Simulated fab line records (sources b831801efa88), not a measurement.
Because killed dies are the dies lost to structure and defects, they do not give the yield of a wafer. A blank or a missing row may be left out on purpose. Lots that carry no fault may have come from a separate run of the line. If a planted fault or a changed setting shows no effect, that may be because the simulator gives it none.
Split-lot trial :: flow sky130 :: 23 wafers read across 5 lots, on a route 708 steps long

== ABOUT THE SPLIT ==
At SKY_LI_CONTACT_HDPCVD_00 (deposits PSG, target thk 930 nm, time 155 s), the setting time-s was moved away from the recipe's 155 s on 4 of the 23 wafers read, by +8.7% to +14.5%. The other wafers ran this setting at the recipe's value.

No step appears in the file between the split and the reading.

== THE READING ==
LI_CONTACT_HDPCVD_THK at SKY_LI_CONTACT_THK_MEAS_01, in nm. Fault-free wafers of this fab line usually give 929 nm, standard deviation 10 nm.

wafer: L076.1
tool, chamber at the split: hdpcvd-02, 1
time-s as run, s: 155
against the recipe: recipe
LI_CONTACT_HDPCVD_THK, nm: 947
against lot-mates on the recipe: -

wafer: L076.2
tool, chamber at the split: hdpcvd-02, 0
time-s as run, s: 168.5
against the recipe: +8.7%
LI_CONTACT_HDPCVD_THK, nm: 1020
against lot-mates on the recipe: +86

wafer: L076.3
tool, chamber at the split: hdpcvd-02, 2
time-s as run, s: 155
against the recipe: recipe
LI_CONTACT_HDPCVD_THK, nm: 929
against lot-mates on the recipe: -

wafer: L076.4
tool, chamber at the split: hdpcvd-02, 2
time-s as run, s: 155
against the recipe: recipe
LI_CONTACT_HDPCVD_THK, nm: 926
against lot-mates on the recipe: -

wafer: L076.5
tool, chamber at the split: hdpcvd-02, 1
time-s as run, s: 168.5
against the recipe: +8.7%
LI_CONTACT_HDPCVD_THK, nm: 1022
against lot-mates on the recipe: +88

wafer: L078.2
tool, chamber at the split: hdpcvd-02, 2
time-s as run, s: 155
against the recipe: recipe
LI_CONTACT_HDPCVD_THK, nm: 911
against lot-mates on the recipe: -

wafer: L078.5
tool, chamber at the split: hdpcvd-02, 2
time-s as run, s: 155
against the recipe: recipe
LI_CONTACT_HDPCVD_THK, nm: 931
against lot-mates on the recipe: -

wafer: L078.6
tool, chamber at the split: hdpcvd-02, 1
time-s as run, s: 155
against the recipe: recipe
LI_CONTACT_HDPCVD_THK, nm: 929
against lot-mates on the recipe: -

wafer: L079.2
tool, chamber at the split: hdpcvd-02, 0,2
time-s as run, s: 155
against the recipe: recipe
LI_CONTACT_HDPCVD_THK, nm: 927
against lot-mates on the recipe: -

wafer: L079.3
tool, chamber at the split: hdpcvd-02, 2
time-s as run, s: 155
against the recipe: recipe
LI_CONTACT_HDPCVD_THK, nm: 913
against lot-mates on the recipe: -

wafer: L079.4
tool, chamber at the split: hdpcvd-02, 1
time-s as run, s: 155
against the recipe: recipe
LI_CONTACT_HDPCVD_THK, nm: 926
against lot-mates on the recipe: -

wafer: L079.5
tool, chamber at the split: hdpcvd-02, 0,2
time-s as run, s: 155
against the recipe: recipe
LI_CONTACT_HDPCVD_THK, nm: 926
against lot-mates on the recipe: -

wafer: L079.6
tool, chamber at the split: hdpcvd-02, 0
time-s as run, s: 155
against the recipe: recipe
LI_CONTACT_HDPCVD_THK, nm: 933
against lot-mates on the recipe: -

wafer: L080.1
tool, chamber at the split: hdpcvd-02, 2
time-s as run, s: 177.4
against the recipe: +14.5%
LI_CONTACT_HDPCVD_THK, nm: 1042
against lot-mates on the recipe: +121

wafer: L080.2
tool, chamber at the split: hdpcvd-02, 1
time-s as run, s: 155
against the recipe: recipe
LI_CONTACT_HDPCVD_THK, nm: 906
against lot-mates on the recipe: -

wafer: L080.3
tool, chamber at the split: hdpcvd-02, 0
time-s as run, s: 155
against the recipe: recipe
LI_CONTACT_HDPCVD_THK, nm: 923
against lot-mates on the recipe: -

wafer: L080.4
tool, chamber at the split: hdpcvd-02, 0
time-s as run, s: 155
against the recipe: recipe
LI_CONTACT_HDPCVD_THK, nm: 935
against lot-mates on the recipe: -

wafer: L080.5
tool, chamber at the split: hdpcvd-02, 2
time-s as run, s: 177.4
against the recipe: +14.5%
LI_CONTACT_HDPCVD_THK, nm: 1050
against lot-mates on the recipe: +129

wafer: L085.1
tool, chamber at the split: hdpcvd-01, 0
time-s as run, s: 155
against the recipe: recipe
LI_CONTACT_HDPCVD_THK, nm: 918
against lot-mates on the recipe: -

wafer: L085.2
tool, chamber at the split: hdpcvd-01, 1
time-s as run, s: 155
against the recipe: recipe
LI_CONTACT_HDPCVD_THK, nm: 922
against lot-mates on the recipe: -

wafer: L085.3
tool, chamber at the split: hdpcvd-01, 2
time-s as run, s: 155
against the recipe: recipe
LI_CONTACT_HDPCVD_THK, nm: 937
against lot-mates on the recipe: -

wafer: L085.5
tool, chamber at the split: hdpcvd-01, 1
time-s as run, s: 155
against the recipe: recipe
LI_CONTACT_HDPCVD_THK, nm: 931
against lot-mates on the recipe: -

wafer: L085.6
tool, chamber at the split: hdpcvd-01, 2
time-s as run, s: 155
against the recipe: recipe
LI_CONTACT_HDPCVD_THK, nm: 924
against lot-mates on the recipe: -
When a row names more than one chamber, that row covers several wafers, and the file does not tell which wafer ran in which chamber.

FIT RESULTS
A straight line over all 23 wafers: LI_CONTACT_HDPCVD_THK changes by +8.94 nm for each +1% of time-s; r = +0.97; the points scatter about the line by 11 nm.
The same after taking each lot's own level away (the mean of its wafers on the recipe; 23 wafers): +8.96 nm for each +1%; r = +0.98; scatter 8.7 nm.
On that fit, the largest move of time-s shifts the reading by 1.3e+02 nm.
Measured against the standard deviation above, the lots' own levels, which go from 921.3 to 934.0 nm, span 1.3 times it.
Consequently the slope shifts little with the lot-to-lot level, the two slopes agreeing.
Check: for one of the wafers moved furthest among these (+14.5%), held out of the fit, the line's prediction against its lot-mates is +135 nm. Against them it came out at +121 nm.

== OTHER SPLITS APPLIED TO THESE WAFERS ==
Before the reading, these wafers also passed through other splits. Each is held against what the fit with the lots' levels taken away leaves over:
other split on the same wafers: SKY_SD_N_IMPLANT_09 energy-kev
wafers away from the commonest value: 11
r with LI_CONTACT_HDPCVD_THK (lot level and that fit taken away): +0.09

== THE WHOLE CHAIN: every reading that the file lists as answering this split, in the file's order ==
step: SKY_LI_CONTACT_HDPCVD_00
what it does: deposits PSG, target thk 930 nm, time 155 s
reading: PSG_of_LI_CONTACT_HDPCVD_00.thk-nm (the simulator's own value, which no gauge read)
change (the file's fit): +8.93 nm for each +1% of the setting
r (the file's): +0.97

step: SKY_LI_CONTACT_THK_MEAS_01
what it does: 
reading: LI_CONTACT_HDPCVD_THK
change (the file's fit): +8.98 for each +1% of the setting
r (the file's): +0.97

step: SKY_LI_CONTACT_CMP_02
what it does: polishes PSG
reading: time-to-endpoint-s
change (the file's fit): withheld for each +1% of the setting
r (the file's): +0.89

== FILE'S OWN FIT ==
LI_CONTACT_HDPCVD_THK changes by +8.98 nm for each +1% of time-s, r = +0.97.
